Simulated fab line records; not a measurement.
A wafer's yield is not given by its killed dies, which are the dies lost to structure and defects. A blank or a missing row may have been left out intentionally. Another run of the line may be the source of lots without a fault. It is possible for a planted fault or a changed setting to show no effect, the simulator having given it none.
fab line records	flow sky130
record: lots: 5	wafers: 15	last-day: 49
route steps=708 shown VIA1@465 METAL2@483
lots with no fault: from the same line, run without faults
start-h: hours from the record's first day to the start of the lot's first wafer shown	wait-h: hours since the lot's step before	" the same as in the row above	L1.1+2: a row that stands for several wafers	- no value present, or no start provided	* or withheld: withheld	< > ~ a bound
route shown NAME@n: NAME is a module with steps in the file, n the number in the route of the first one	usual: average and standard deviation across the fault-free wafers	same: alike in all rows	chamber/n: place in a boat	sites: readings site by site	_std_site: how widely they spread, as a standard deviation	_edge_site: the outer-site mean with the inner-site mean subtracted	radius-mm: how far each site lies from the wafer's centre	mask NAME#n: copy n	behind: tool/chamber where the wafer was last shaped	hold: why the lot went on hold/how many hours it stayed there/how the hold came to an end	device: which transistor (n, p or np) failed to switch	end of line: tests of these same wafers at the route's end	a step without rows: its recipe alone	killed: at the first sort, the dies lost to defects and structure; wafer yield is something else	map: a wafer's dies, marking killed ones x, the rest . and places with no die _
set.NAME: the setting that was run; set.NAME@STEP: the one run at that earlier step	model.NAME: the simulator's own value behind a step, which no gauge read
lots seen at some steps along the route; tables by step, rows by wafer
services: a tool's chamber out of use, with start hour (start-h, from the record's first day; less than 0 if before it), hours out, and reason
== steps ==
step: SKY_VIA1_COAT_07
recipe: resist: KrF-thick	spin-rpm: 3000	resist-thk-nm: 450
usual: resist-line-temp-C: 23.03/0.11
lot.wafer	tool	chamber	start-h	wait-h	resist-line-temp-C
L075.1	litho-track-03	0	-	-	23.15
L075.4	"	0	"	"	23.02
L075.5	"	0	"	"	23.07
L078.3	litho-track-01	0	-	-	23.15
L078.5	"	0	"	"	23.07
L078.6	"	0	"	"	23.13
L081.2	litho-track-01	0	-	-	23.09
L081.5	"	0	"	"	23.03
L081.6	"	0	"	"	22.99
L086.2	litho-track-01	0	-	-	23.08
L086.5	"	0	"	"	22.83
L086.6	"	0	"	"	23.07
L090.2	litho-track-04	0	-	-	22.79
L090.3	"	0	"	"	22.83
L090.6	"	0	"	"	22.99
step: SKY_VIA1_SOFTBAKE_08
recipe: temp-c: 100	time-s: 90	resist: KrF-thick
usual: resist-line-temp-C: 23.01/0.1
lot.wafer	tool	chamber	start-h	wait-h	resist-line-temp-C
L075.1	litho-track-03	0	-	-	22.97
L075.4	"	0	"	"	22.89
L075.5	"	0	"	"	22.98
L078.3	litho-track-01	0	-	-	22.86
L078.5	"	0	"	"	22.80
L078.6	"	0	"	"	22.85
L081.2	litho-track-01	0	-	-	22.89
L081.5	"	0	"	"	22.83
L081.6	"	0	"	"	22.93
L086.2	litho-track-01	0	-	-	23.04
L086.5	"	0	"	"	23.11
L086.6	"	0	"	"	23.01
L090.2	litho-track-04	0	-	-	23.22
L090.3	"	0	"	"	22.96
L090.6	"	0	"	"	22.97
step: SKY_VIA1_EXPOSE_09
recipe: mask-id: VIM	na: 0.8	source-shape: annular	sigma-inner: 0.55	sigma-outer: 0.85	target-cd-nm: 150	dose-mj: 38
lot.wafer	tool	chamber	start-h	wait-h	mask
L075.1+4+5	krf-scanner-02	0	-	-	VIM#0
L078.3+5+6	krf-scanner-01	0	-	-	VIM#0
L081.2+5+6	krf-scanner-02	0	-	-	VIM#0
L086.2+5+6	krf-scanner-01	0	-	-	VIM#0
L090.2+3+6	krf-scanner-02	0	-	-	VIM#0
step: SKY_VIA1_PEB_10
recipe: peb-temp-c: withheld	peb-time-s: withheld	resist: KrF-thick
usual: resist-line-temp-C: *
lot.wafer	tool	chamber	start-h	wait-h	resist-line-temp-C
L075.1	litho-track-01	0	-	-	*
L075.4	"	0	"	"	*
L075.5	"	0	"	"	*
L078.3	litho-track-03	0	-	-	*
L078.5	"	0	"	"	*
L078.6	"	0	"	"	*
L081.2	litho-track-04	0	-	-	*
L081.5	"	0	"	"	*
L081.6	"	0	"	"	*
L086.2	litho-track-03	0	-	-	*
L086.5	"	0	"	"	*
L086.6	"	0	"	"	*
L090.2	litho-track-01	0	-	-	*
L090.3	"	0	"	"	*
L090.6	"	0	"	"	*
step: SKY_VIA1_DEVELOP_11
recipe: develop-time-s: 60	resist: KrF-thick	dev-temp-c: 21
usual: resist-line-temp-C: 23.00/0.092
lot.wafer	tool	chamber	start-h	wait-h	resist-line-temp-C
L075.1	litho-track-01	0	-	-	23.08
L075.4	"	0	"	"	23.03
L075.5	"	0	"	"	23.04
L078.3	litho-track-03	0	-	-	22.83
L078.5	"	0	"	"	22.86
L078.6	"	0	"	"	22.95
L081.2	litho-track-04	0	-	-	22.99
L081.5	"	0	"	"	22.99
L081.6	"	0	"	"	23.06
L086.2	litho-track-03	0	-	-	22.90
L086.5	"	0	"	"	23.02
L086.6	"	0	"	"	23.06
L090.2	litho-track-01	0	-	-	23.11
L090.3	"	0	"	"	23.03
L090.6	"	0	"	"	22.94
step: SKY_VIA1_CD_MEAS_12
recipe: target-cd-nm: 150
usual: cd-nm: 149.1/1.8
lot.wafer	tool	chamber	start-h	wait-h	cd-nm
L075.1	cd-sem-02	-	787.26	-	149.8
L075.4	"	-	"	"	151.5
L075.5	"	-	"	"	151.7
L078.3	cd-sem-02	-	906.05	-	150.5
L078.5	"	-	"	"	149.6
L078.6	"	-	"	"	147.8
L081.2	cd-sem-02	-	910.42	-	147.5
L081.5	"	-	"	"	148.6
L081.6	"	-	"	"	148.2
L086.2	cd-sem-02	-	912.92	-	151.1
L086.5	"	-	"	"	149.7
L086.6	"	-	"	"	150.4
L090.2	cd-sem-02	-	918.43	-	152.1
L090.3	"	-	"	"	150.9
L090.6	"	-	"	"	152.7
step: SKY_VIA1_OVL_MEAS_13
usual: VIA1_OVL: 1/4.8
lot.wafer	tool	chamber	start-h	wait-h	VIA1_OVL[nm]
L075.1	overlay-01	-	787.38	0.1	8
L075.4	"	-	"	"	9
L075.5	"	-	"	"	4
L078.3	overlay-02	-	906.14	0.1	1
L078.5	"	-	"	"	0
L078.6	"	-	"	"	-3
L081.2	overlay-01	-	910.53	0.1	1
L081.5	"	-	"	"	0
L081.6	"	-	"	"	-7
L086.2	overlay-01	-	913.03	0.1	1
L086.5	"	-	"	"	-6
L086.6	"	-	"	"	-8
L090.2	overlay-01	-	918.54	0.1	6
L090.3	"	-	"	"	4
L090.6	"	-	"	"	10
step: SKY_VIA1_ETCH_14
recipe: chemistry: N2/H2	target: BARC	ion-energy-ev: 200	source-w: 500	bias-w: 100	pressure-mtorr: 30	n2-flow-sccm: 100	h2-flow-sccm: 200	stop-on: SiO2	time-s: 45.9	target-depth-a: 600
usual: drypump-motor-current-A: 5.8/0.41	oes-product-au: 0.853/0.005	rf-fwd-power-W: 494.5/1.6	throttle-valve-pct: 13.223/0.0083
lot.wafer	tool	chamber	start-h	wait-h	drypump-motor-current-A	oes-product-au	rf-fwd-power-W	rf-hours-counter-h	throttle-valve-pct
L075.1	rie-diel-02	3	787.41	0.0	5.1	0.853	494.1	2	13.205
L075.4	"	2	"	"	6.4	0.860	495.9	38	13.233
L075.5	"	3	"	"	5.1	0.850	494.4	-	13.219
L078.3	rie-diel-01	0	906.16	0.0	5.3	0.853	494.1	12	13.225
L078.5	"	0	"	"	5.3	0.855	498.1	-	13.219
L078.6	"	1	"	"	6.4	0.856	494.2	-	13.210
L081.2	rie-diel-03	3	910.56	0.0	5.4	0.854	493.7	9	13.224
L081.5	"	1	"	"	5.5	0.844	494.9	-	13.213
L081.6	"	0	"	"	5.9	0.854	493.3	-	13.232
L086.2	rie-diel-01	1	913.06	0.0	6.4	0.850	494.6	18	13.230
L086.5	"	0	"	"	5.3	0.855	491.3	-	13.215
L086.6	"	3	"	"	6.0	0.846	495.3	-	13.226
L090.2	rie-diel-02	3	918.57	0.0	5.2	0.851	494.1	8	13.220
L090.3	"	1	"	"	5.6	0.850	493.3	10	13.210
L090.6	"	1	"	"	5.6	0.847	492.2	-	13.223
step: SKY_VIA1_ETCH_15
recipe: target: SiO2	chemistry: C4F8/O2/Ar	target-depth-nm: 351	stop-on: TiN	mask-material: KrF-thick	source-w: 1500	bias-w: 1200	pressure-mtorr: 40	c4f8-flow-sccm: withheld	O2_flow_sccm: 6	Ar_flow_sccm: 300	time-s: 54
usual: oes-product-au: 0.980/0.0071	rf-fwd-power-W: 1485/4.7
lot.wafer	tool	chamber	start-h	wait-h	oes-product-au	rf-fwd-power-W	rf-hours-counter-h
L075.1	rie-diel-02	3	787.46	0.0	0.984	1482	2
L075.4	"	2	"	"	0.972	1492	38
L075.5	"	3	"	"	0.986	1481	-
L078.3	rie-diel-01	0	906.20	0.0	0.986	1476	12
L078.5	"	0	"	"	0.994	1477	-
L078.6	"	1	"	"	0.979	1484	-
L081.2	rie-diel-03	3	910.60	0.0	0.989	1484	9
L081.5	"	1	"	"	0.983	1490	-
L081.6	"	0	"	"	0.981	1489	-
L086.2	rie-diel-01	1	913.10	0.0	0.979	1481	18
L086.5	"	0	"	"	0.979	1482	-
L086.6	"	3	"	"	0.962	1486	-
L090.2	rie-diel-02	3	918.61	0.0	0.986	1480	8
L090.3	"	1	"	"	0.980	1474	10
L090.6	"	1	"	"	0.978	1483	-
step: SKY_VIA1_STRIP_16
recipe: chemistry: O2/N2	power-w: 1400	pressure-mtorr: 1500	platen-temp-c: withheld	o2-flow-sccm: 3000	n2-flow-sccm: 300	overash-fraction: 0.5
usual: drypump-motor-current-A: 5.6/0.56	oes-product-au: 0.415/0.0044	strip-time-to-endpoint-s: 4.445/0.029
lot.wafer	tool	chamber	start-h	wait-h	drypump-motor-current-A	oes-product-au	rf-hours-counter-h	strip-time-to-endpoint-s
L075.1	plasma-asher-02	0	787.50	0.0	6.8	0.411	100	4.448
L075.4	"	0	"	"	6.7	0.419	-	4.496
L075.5	"	0	"	"	6.8	0.417	-	4.440
L078.3	plasma-asher-03	0	906.28	0.1	5.8	0.420	-	4.443
L078.5	"	1	"	"	4.9	0.409	-	4.418
L078.6	"	0	"	"	5.8	0.418	-	4.431
L081.2	plasma-asher-03	0	910.64	0.0	5.8	0.419	51	4.422
L081.5	"	0	"	"	5.8	0.413	-	4.398
L081.6	"	1	"	"	5.0	0.422	-	4.427
L086.2	plasma-asher-01	0	913.15	0.0	5.3	0.421	69	4.454
L086.5	"	0	"	"	5.3	0.412	-	4.404
L086.6	"	1	"	"	5.6	0.413	-	4.480
L090.2	plasma-asher-02	0	918.65	0.0	6.8	0.415	115	4.465
L090.3	"	1	"	"	5.3	0.413	-	4.452
L090.6	"	1	"	"	5.3	0.408	-	4.480
step: SKY_VIA1_STRIP_17
recipe: chemistry: post-etch-residue-remover	time-s: 1200	temp-c: 72.5
usual: temp-c: 72.52/0.12
lot.wafer	tool	chamber	start-h	wait-h	temp-c
L075.1	wet-bench-01	2	787.60	0.1	72.53
L075.4	"	2	"	"	72.38
L075.5	"	2	"	"	72.51
L078.3	wet-bench-04	3	906.35	0.0	72.37
L078.5	"	3	"	"	72.55
L078.6	"	3	"	"	72.61
L081.2	wet-bench-03	0	910.74	0.1	72.56
L081.5	"	0	"	"	72.52
L081.6	"	0	"	"	72.41
L086.2	wet-bench-04	2	913.25	0.1	72.66
L086.5	"	2	"	"	72.52
L086.6	"	2	"	"	72.51
L090.2	wet-bench-04	2	918.75	0.1	72.30
L090.3	"	2	"	"	72.35
L090.6	"	2	"	"	72.40
step: SKY_VIA1_CLEAN_18
recipe: chemistry: IPA	time-s: 180	temp-c: 25
usual: temp-c: 25.00/0.097
lot.wafer	tool	chamber	start-h	wait-h	temp-c
L075.1	wet-bench-04	0	787.94	0.0	25.05
L075.4	"	0	"	"	25.10
L075.5	"	0	"	"	24.95
L078.3	wet-bench-03	3	906.72	0.0	24.93
L078.5	"	3	"	"	24.91
L078.6	"	3	"	"	24.83
L081.2	wet-bench-03	2	911.12	0.0	24.92
L081.5	"	2	"	"	24.87
L081.6	"	2	"	"	24.88
L086.2	wet-bench-01	3	913.59	0.0	24.91
L086.5	"	3	"	"	25.03
L086.6	"	3	"	"	25.09
L090.2	wet-bench-01	0	919.10	0.0	24.88
L090.3	"	0	"	"	24.81
L090.6	"	0	"	"	24.98
step: SKY_VIA1_CLEAN_19
recipe: chemistry: O3/DIW	dry: n2-spin
lot.wafer	tool	chamber	start-h	wait-h
L075.1+4+5	wet-bench-04	0	788.00	0.0
L078.3+5+6	wet-bench-01	2	906.78	0.0
L081.2+5+6	wet-bench-03	1	911.18	0.0
L086.2+5+6	wet-bench-03	2	913.65	0.0
L090.2+3+6	wet-bench-04	3	919.16	0.0
step: SKY_VIA1_SPUTTER_20
recipe: material: TiN	target-thk-nm: 20	chamber-pressure-pa: 5	power-w: 4000	time-s: 80
usual: throttle-valve-pct: 30.4/1.1
lot.wafer	tool	chamber	start-h	wait-h	throttle-valve-pct
L075.1	pvd-sputter-03	-	788.09	0.0	32.1
L075.4	"	-	"	"	31.4
L075.5	"	-	"	"	30.1
L078.3	pvd-sputter-03	-	906.87	0.0	31.4
L078.5	"	-	"	"	31.6
L078.6	"	-	"	"	31.3
L081.2	pvd-sputter-01	-	911.28	0.0	28.7
L081.5	"	-	"	"	29.0
L081.6	"	-	"	"	30.5
L086.2	pvd-sputter-01	-	913.75	0.0	30.5
L086.5	"	-	"	"	30.8
L086.6	"	-	"	"	29.1
L090.2	pvd-sputter-02	-	919.25	0.0	30.9
L090.3	"	-	"	"	29.7
L090.6	"	-	"	"	30.9
step: SKY_VIA1_CVD_21
recipe: material: W	target-thk-nm: 270	time-s: 80.902	temp-c: 400	pressure-torr: 40
usual: heater-power-w: 735/45
lot.wafer	tool	chamber	start-h	wait-h	heater-power-w
L075.1	cvd-w-02	1	788.16	0.0	884
L075.4	"	0	"	"	750
L075.5	"	0	"	"	756
L078.3	cvd-w-01	1	909.36	2.5	741
L078.5	"	1	"	"	749
L078.6	"	0	"	"	688
L081.2	cvd-w-01	1	911.34	0.0	758
L081.5	"	0	"	"	692
L081.6	"	1	"	"	769
L086.2	cvd-w-01	0	913.91	0.1	708
L086.5	"	1	"	"	754
L086.6	"	0	"	"	701
L090.2	cvd-w-01	0	919.31	0.0	688
L090.3	"	0	"	"	700
L090.6	"	1	"	"	759
step: SKY_VIA1_RS_MEAS_22
recipe: thk-meas-gauge: four-point-probe	reads: W_of_VIA1_CVD_21+TiN_of_VIA1_SPUTTER_20
usual: VIA1_W_RS: 0.424/0.0043
lot.wafer	tool	chamber	start-h	wait-h	VIA1_W_RS[ohm/sq]
L075.1	film-metro-03	-	788.25	0.1	0.431
L075.4	"	-	"	"	0.430
L075.5	"	-	"	"	0.431
L078.3	film-metro-04	-	909.46	0.1	0.428
L078.5	"	-	"	"	0.431
L078.6	"	-	"	"	0.421
L081.2	film-metro-03	-	911.45	0.1	0.420
L081.5	"	-	"	"	0.419
L081.6	"	-	"	"	0.428
L086.2	film-metro-04	-	914.02	0.1	0.418
L086.5	"	-	"	"	0.424
L086.6	"	-	"	"	0.421
L090.2	film-metro-04	-	919.42	0.1	0.427
L090.3	"	-	"	"	0.423
L090.6	"	-	"	"	0.431
step: SKY_VIA1_THK_MEAS_23
recipe: thk-meas-gauge: xrf	reads: W_of_VIA1_CVD_21
usual: VIA1_W_THK: 268/3.4
lot.wafer	tool	chamber	start-h	wait-h	VIA1_W_THK[nm]
L075.1	film-metro-03	-	788.37	0.1	263
L075.4	"	-	"	"	263
L075.5	"	-	"	"	264
L078.3	film-metro-04	-	909.56	0.1	265
L078.5	"	-	"	"	264
L078.6	"	-	"	"	270
L081.2	film-metro-03	-	911.56	0.1	269
L081.5	"	-	"	"	270
L081.6	"	-	"	"	265
L086.2	film-metro-04	-	914.13	0.1	271
L086.5	"	-	"	"	267
L086.6	"	-	"	"	270
L090.2	film-metro-04	-	919.53	0.1	266
L090.3	"	-	"	"	270
L090.6	"	-	"	"	264
step: SKY_VIA1_CMP_24
recipe: stop-on: SiO2	t-overpolish-s: 15	down-force-psi: 3.5	platen-rpm: 60	target-thk-nm: 0	pad-velocity-m-s: 0.94248
usual: motor-current-A: 10.9/1	overpolish-run-s: 14.999/0.0084	time-to-endpoint-s: 65/4.3
lot.wafer	tool	chamber	start-h	wait-h	motor-current-A	overpolish-run-s	time-to-endpoint-s
L075.1	cmp-01	0	788.43	0.1	12.6	15.009	62
L075.4	"	1	"	"	10.0	14.994	68
L075.5	"	0	"	"	12.3	14.988	65
L078.3	cmp-01	0	909.76	0.2	12.8	14.994	65
L078.6	"	3	"	"	10.6	14.985	64
L078.5	"	0	"	"	11.6	15.000	63
L081.2	cmp-02	3	911.71	0.1	11.3	14.996	69
L081.6	"	1	"	"	10.3	15.003	61
L081.5	"	2	"	"	10.6	15.007	61
L086.2	cmp-02	1	914.54	0.4	10.4	14.999	61
L086.5	"	2	"	"	11.0	14.998	58
L086.6	"	3	"	"	11.4	15.003	67
L090.2	cmp-02	2	919.58	0.0	10.7	15.000	59
L090.3	"	0	"	"	10.4	15.010	71
L090.6	"	3	"	"	11.1	15.026	70
step: SKY_METAL2_SPUTTER_00
recipe: material: Ti	target-thk-nm: 15	power-w: 3000	time-s: 10	chamber-pressure-pa: 0.4
usual: throttle-valve-pct: 29.9/1.1
lot.wafer	tool	chamber	start-h	wait-h	throttle-valve-pct
L075.1	pvd-sputter-04	-	788.73	0.2	28.7
L075.4	"	-	"	"	30.1
L075.5	"	-	"	"	29.7
L078.3	pvd-sputter-03	-	910.01	0.2	29.8
L078.5	"	-	"	"	31.4
L078.6	"	-	"	"	30.1
L081.2	pvd-sputter-03	-	911.91	0.1	31.6
L081.5	"	-	"	"	31.3
L081.6	"	-	"	"	32.0
L086.2	pvd-sputter-03	-	914.69	0.1	30.3
L086.5	"	-	"	"	31.6
L086.6	"	-	"	"	29.8
L090.2	pvd-sputter-04	-	919.88	0.2	29.9
L090.3	"	-	"	"	28.7
L090.6	"	-	"	"	30.0
step: SKY_METAL2_SPUTTER_01
recipe: material: TiN	target-thk-nm: 20	power-w: 6500	time-s: 16.7	chamber-pressure-pa: 0.4
usual: throttle-valve-pct: 29.9/1.1
lot.wafer	tool	chamber	start-h	wait-h	throttle-valve-pct
L075.1	pvd-sputter-04	-	788.75	0.0	28.8
L075.4	"	-	"	"	30.2
L075.5	"	-	"	"	29.7
L078.3	pvd-sputter-03	-	910.03	0.0	29.9
L078.5	"	-	"	"	31.5
L078.6	"	-	"	"	29.7
L081.2	pvd-sputter-03	-	911.94	0.0	31.5
L081.5	"	-	"	"	31.5
L081.6	"	-	"	"	31.7
L086.2	pvd-sputter-03	-	914.71	0.0	30.2
L086.5	"	-	"	"	31.3
L086.6	"	-	"	"	30.0
L090.2	pvd-sputter-04	-	919.91	0.0	30.0
L090.3	"	-	"	"	28.8
L090.6	"	-	"	"	29.9
step: SKY_METAL2_SPUTTER_02
recipe: material: AlCu	target-thk-nm: 250	power-w: 10600	time-s: 13.3	chamber-pressure-pa: 0.4
usual: throttle-valve-pct: 29.9/1.1
lot.wafer	tool	chamber	start-h	wait-h	throttle-valve-pct
L075.1	pvd-sputter-04	-	788.78	0.0	28.8
L075.4	"	-	"	"	30.1
L075.5	"	-	"	"	30.0
L078.3	pvd-sputter-03	-	910.06	0.0	29.8
L078.5	"	-	"	"	31.6
L078.6	"	-	"	"	30.1
L081.2	pvd-sputter-03	-	911.96	0.0	31.8
L081.5	"	-	"	"	31.8
L081.6	"	-	"	"	32.0
L086.2	pvd-sputter-03	-	914.73	0.0	29.8
L086.5	"	-	"	"	31.1
L086.6	"	-	"	"	30.1
L090.2	pvd-sputter-04	-	919.93	0.0	30.0
L090.3	"	-	"	"	28.5
L090.6	"	-	"	"	30.2
step: SKY_METAL2_SPUTTER_03
recipe: material: Ti	target-thk-nm: 5	power-w: 3000	time-s: 3.3	chamber-pressure-pa: 0.4
usual: throttle-valve-pct: 29.9/1.1
lot.wafer	tool	chamber	start-h	wait-h	throttle-valve-pct
L075.1	pvd-sputter-04	-	788.80	0.0	28.8
L075.4	"	-	"	"	30.0
L075.5	"	-	"	"	29.9
L078.3	pvd-sputter-03	-	910.08	0.0	30.0
L078.5	"	-	"	"	31.7
L078.6	"	-	"	"	29.8
L081.2	pvd-sputter-03	-	911.99	0.0	31.7
L081.5	"	-	"	"	31.3
L081.6	"	-	"	"	31.7
L086.2	pvd-sputter-03	-	914.76	0.0	30.1
L086.5	"	-	"	"	31.5
L086.6	"	-	"	"	30.0
L090.2	pvd-sputter-04	-	919.96	0.0	29.9
L090.3	"	-	"	"	28.9
L090.6	"	-	"	"	30.2
step: SKY_METAL2_SPUTTER_04
recipe: material: TiN	target-thk-nm: 70	power-w: 6500	time-s: 58.3	chamber-pressure-pa: 0.4
usual: throttle-valve-pct: 29.9/1.1
lot.wafer	tool	chamber	start-h	wait-h	throttle-valve-pct
L075.1	pvd-sputter-04	-	788.82	0.0	28.9
L075.4	"	-	"	"	30.1
L075.5	"	-	"	"	29.9
L078.3	pvd-sputter-03	-	910.10	0.0	30.0
L078.5	"	-	"	"	31.5
L078.6	"	-	"	"	30.0
L081.2	pvd-sputter-03	-	912.01	0.0	31.8
L081.5	"	-	"	"	31.4
L081.6	"	-	"	"	31.9
L086.2	pvd-sputter-03	-	914.78	0.0	29.9
L086.5	"	-	"	"	31.4
L086.6	"	-	"	"	30.0
L090.2	pvd-sputter-04	-	919.98	0.0	29.9
L090.3	"	-	"	"	29.0
L090.6	"	-	"	"	30.0
== services ==
tool	chamber	start-h	hours	kind
krf-scanner-02	-	752.14	1.0	pm
pvd-sputter-04	-	752.64	0.5	repair
rie-diel-01	2	756.30	6.2	repair
pvd-sputter-03	-	768.61	2.6	repair
cvd-w-01	1	769.64	14.5	repair
cmp-02	-	771.87	0.7	repair
rie-diel-03	3	772.90	2.5	repair
krf-scanner-02	-	777.73	1.3	repair
cmp-01	-	781.09	6.2	pm
rie-diel-03	2	783.19	1.8	repair
krf-scanner-02	-	792.84	0.8	pm
cmp-01	-	797.86	0.8	repair
krf-scanner-02	-	800.26	4.6	repair
krf-scanner-01	-	804.84	1.3	pm
krf-scanner-02	-	817.23	4.4	pm
krf-scanner-02	-	827.59	5.8	repair
pvd-sputter-03	-	846.38	2.2	repair
cmp-02	-	847.73	0.8	repair
cvd-w-01	0	850.59	3.9	repair
cvd-w-01	-	855.16	2.8	pm
rie-diel-02	-	882.13	1.2	repair
wet-bench-01	-	899.87	2.1	repair
cvd-w-01	-	902.20	6.9	pm
wet-bench-04	-	913.59	1.9	pm
== key ==
fault none
